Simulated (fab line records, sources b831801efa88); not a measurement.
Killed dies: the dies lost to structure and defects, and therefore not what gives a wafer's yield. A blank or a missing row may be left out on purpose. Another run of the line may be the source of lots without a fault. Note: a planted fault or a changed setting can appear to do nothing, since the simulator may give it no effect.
Which tool did it? + flow gf180mcu + Sampling: 14 lots, 41 wafers, 5 of 602 route steps

## WHAT THE GAUGES READ, wafer by wafer
GF_HV_LDD_TW_MEAS_50. Usual: HV_LDD_4_TW 569, standard deviation 7.4.
| lot  | measured     | on           | HV_LDD_4_TW | flag |
|------|--------------|--------------|-------------|------|
| L462 | day 12 22:22 | filmMetro-03 | 565 564 561 |      |
| L463 | day 13 11:01 | filmMetro-03 | 561 564 565 |      |
| L464 | day 13 13:28 | filmMetro-04 | 581 578 577 |      |
| L465 | day 13 21:10 | filmMetro-01 | 562 564 562 |      |
| L466 | day 13 21:29 | filmMetro-03 | 562 563 562 |      |
| L467 | day 14 11:01 | filmMetro-04 | 582 579 582 |      |
| L468 | day 15 00:01 | filmMetro-04 | 578 575     |      |
| L469 | day 15 02:13 | filmMetro-01 | 564 565 565 |      |
| L470 | day 15 06:01 | filmMetro-04 | 575 578 578 |      |
| L471 | day 15 16:37 | filmMetro-03 | 565 565 562 |      |
| L475 | day 17 00:25 | filmMetro-03 | 564 562 565 |      |
| L477 | day 17 13:29 | filmMetro-04 | 578 581 581 |      |
| L482 | day 19 10:54 | filmMetro-04 | 577 576 576 |      |
| L484 | day 20 04:25 | filmMetro-03 | 559 561 563 |      |

GF_PSD_OVL_MEAS_08. Usual: PSD_OVL -0.7 nm, standard deviation 1.3.
| lot  | measured     | on         | PSD_OVL (nm)      | flag |
|------|--------------|------------|-------------------|------|
| L462 | day 14 18:58 | overlay-01 | -1.4 0.8 -0.2     |      |
| L463 | day 15 07:31 | overlay-01 | -1.1 -0.8 -1.7    |      |
| L464 | day 15 10:11 | overlay-01 | -0.7 -1.3 0.1     |      |
| L465 | day 15 18:26 | overlay-01 | -1.8 0.1 1.4      |      |
| L466 | day 15 21:08 | overlay-01 | -0.6 0.7 -2.2     |      |
| L467 | day 16 09:20 | overlay-02 | -1.4 -2.1 -0.6    |      |
| L468 | day 16 23:28 | overlay-02 | 0.3 1.6           |      |
| L469 | day 17 02:22 | overlay-01 | 0.7 -1.7 0.5      |      |
| L470 | day 17 06:58 | overlay-01 | -0.4 0.4 -0.4     |      |
| L471 | day 17 16:58 | overlay-02 | -0.1 -2.0 0.4     |      |
| L475 | day 19 03:49 | overlay-01 | 254.1 255.0 254.3 | OFF  |
| L477 | day 19 17:22 | overlay-02 | 257.7 255.4 256.0 | OFF  |
| L482 | day 21 14:49 | overlay-01 | 0.2 -1.4 -1.5     |      |
| L484 | day 22 06:59 | overlay-02 | -1.8 -1.2 -2.1    |      |

GF_SAB_CD_MEAS_09: target cd 420 nm. Usual: 418.9 nm for cdNm, sd 2.3.
| lot  | measured     | on       | cdNm (nm)         | flag |
|------|--------------|----------|-------------------|------|
| L462 | day 15 17:05 | cdSem-02 | 422.6 418.2 417.9 |      |
| L463 | day 16 06:24 | cdSem-01 | 419.8 415.9 417.2 |      |
| L464 | day 16 08:52 | cdSem-01 | 413.8 416.6 415.0 |      |
| L465 | day 16 17:19 | cdSem-01 | 423.4 424.5 421.8 |      |
| L466 | day 16 19:52 | cdSem-02 | 416.5 416.0 417.1 |      |
| L467 | day 17 08:40 | cdSem-01 | 417.7 418.7 419.0 |      |
| L468 | day 17 23:42 | cdSem-01 | 422.5 422.1       |      |
| L469 | day 18 02:33 | cdSem-02 | 414.9 417.0 416.6 |      |
| L470 | day 18 06:51 | cdSem-02 | 420.8 421.2 420.4 |      |
| L471 | day 18 17:18 | cdSem-02 | 419.2 420.1 417.6 |      |
| L475 | day 20 04:49 | cdSem-01 | 419.8 419.7 420.1 |      |
| L477 | day 20 17:59 | cdSem-02 | 422.1 419.8 421.2 |      |
| L482 | day 22 14:42 | cdSem-01 | 416.7 415.8 416.2 |      |
| L484 | day 23 06:14 | cdSem-02 | 418.7 418.4 418.0 |      |

GF_SAB_OVL_MEAS_10. Usual: SAB_OVL -0.1 nm, standard deviation 1.5.
| lot  | measured     | on         | SAB_OVL (nm)   | flag |
|------|--------------|------------|----------------|------|
| L462 | day 15 17:13 | overlay-01 | -0.8 0.8 1.5   |      |
| L463 | day 16 06:31 | overlay-01 | -0.8 -0.5 -0.6 |      |
| L464 | day 16 08:58 | overlay-02 | -0.8 -0.2 -1.2 |      |
| L465 | day 16 17:26 | overlay-02 | 1.5 -0.2 -1.2  |      |
| L466 | day 16 19:56 | overlay-02 | -0.7 3.2 -0.3  |      |
| L467 | day 17 08:46 | overlay-02 | -1.2 -0.5 -0.5 |      |
| L468 | day 17 23:49 | overlay-02 | 1.1 1.4        |      |
| L469 | day 18 02:40 | overlay-01 | 1.1 1.6 -0.4   |      |
| L470 | day 18 06:58 | overlay-02 | 1.3 0.8 2.0    |      |
| L471 | day 18 17:25 | overlay-02 | -0.2 0.1 0.0   |      |
| L475 | day 20 04:55 | overlay-01 | 0.9 -0.3 -0.7  |      |
| L477 | day 20 18:04 | overlay-02 | 1.6 2.7 -0.8   |      |
| L482 | day 22 14:49 | overlay-01 | -0.1 -1.5 -1.4 |      |
| L484 | day 23 06:19 | overlay-02 | -1.5 -0.8 -1.4 |      |

## TOOL THAT RAN EACH LOT (tool first, then ch and the chambers of the sampled wafers, then the start)
| lot  | GF_PSD_EXPOSE_04                   |
|------|------------------------------------|
| L462 | ilineStepper-02 ch 0, day 14 08:56 |
| L463 | ilineStepper-01 ch 0, day 14 21:32 |
| L464 | ilineStepper-01 ch 0, day 14 23:22 |
| L465 | ilineStepper-01 ch 0, day 15 07:55 |
| L466 | ilineStepper-02 ch 0, day 15 09:38 |
| L467 | ilineStepper-02 ch 0, day 15 22:34 |
| L468 | ilineStepper-01 ch 0, day 16 12:05 |
| L469 | ilineStepper-02 ch 0, day 16 14:59 |
| L470 | ilineStepper-01 ch 0, day 16 19:29 |
| L471 | ilineStepper-01 ch 0, day 17 05:18 |
| L475 | ilineStepper-01 ch 0, day 18 15:25 |
| L477 | ilineStepper-01 ch 0, day 19 05:22 |
| L482 | ilineStepper-02 ch 0, day 21 02:51 |
| L484 | ilineStepper-02 ch 0, day 21 19:21 |
- GF_PSD_EXPOSE_04: exposes mask Pplus, target cd 400 nm.

## AS READ BY THE TOOLS THEMSELVES (means over the sampled wafers that have a number; for cases with no such wafer, the mark the record gives instead)
GF_PSD_EXPOSE_04. Usual: stageVelMmS 499.99 mm/s, standard deviation 0.25.
| lot  | tool            | stageVelMmS (mm/s) | flag |
|------|-----------------|--------------------|------|
| L462 | ilineStepper-02 | 499.97             |      |
| L463 | ilineStepper-01 | 500.10             |      |
| L464 | ilineStepper-01 | 499.99             |      |
| L465 | ilineStepper-01 | 500.04             |      |
| L466 | ilineStepper-02 | 500.21             |      |
| L467 | ilineStepper-02 | 499.77             |      |
| L468 | ilineStepper-01 | 499.99             |      |
| L469 | ilineStepper-02 | 499.75             |      |
| L470 | ilineStepper-01 | 499.94             |      |
| L471 | ilineStepper-01 | 499.69             |      |
| L475 | ilineStepper-01 | 499.86             |      |
| L477 | ilineStepper-01 | 499.94             |      |
| L482 | ilineStepper-02 | 499.88             |      |
| L484 | ilineStepper-02 | 499.76             |      |

## THE ANSWER, worked out from the rows above alone
Rule: a lot is off if the mean of its wafers that have a number lies more than 3 standard deviations from the usual mean. Also off: a lot with no number at a reading for which 4 or more lots have one. The other lots that the step has rows for count as sound. After the gauges, taken in route order, come the tools' own readings; for these a lot's mean is taken, as printed above. The first step at which some lot is off is used, and at that step the reading that is off furthest; a lot without a number counts as furthest.
Off: L475, L477, seen at GF_PSD_OVL_MEAS_08 (PSD_OVL).
If a tool, at a process step before that reading, ran all the lots that are off and no sound lot after the first of them, it fits. Gauges at GF_PSD_OVL_MEAS_08: tried the same way as those tools. One fits: ilineStepper-01 at GF_PSD_EXPOSE_04. Its last sound lot is L471 (day 17 05:18), its first lot that is off L475 (day 18 15:25): a fault that began between those two fits.

## WHAT THE SIMULATOR HAD PUT IN
Scanner matching overlay: ilineStepper-01, from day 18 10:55 on, at GF_PSD_EXPOSE_04. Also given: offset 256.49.
Shown lots that were struck: L475, L477. Same finding as the rule above.
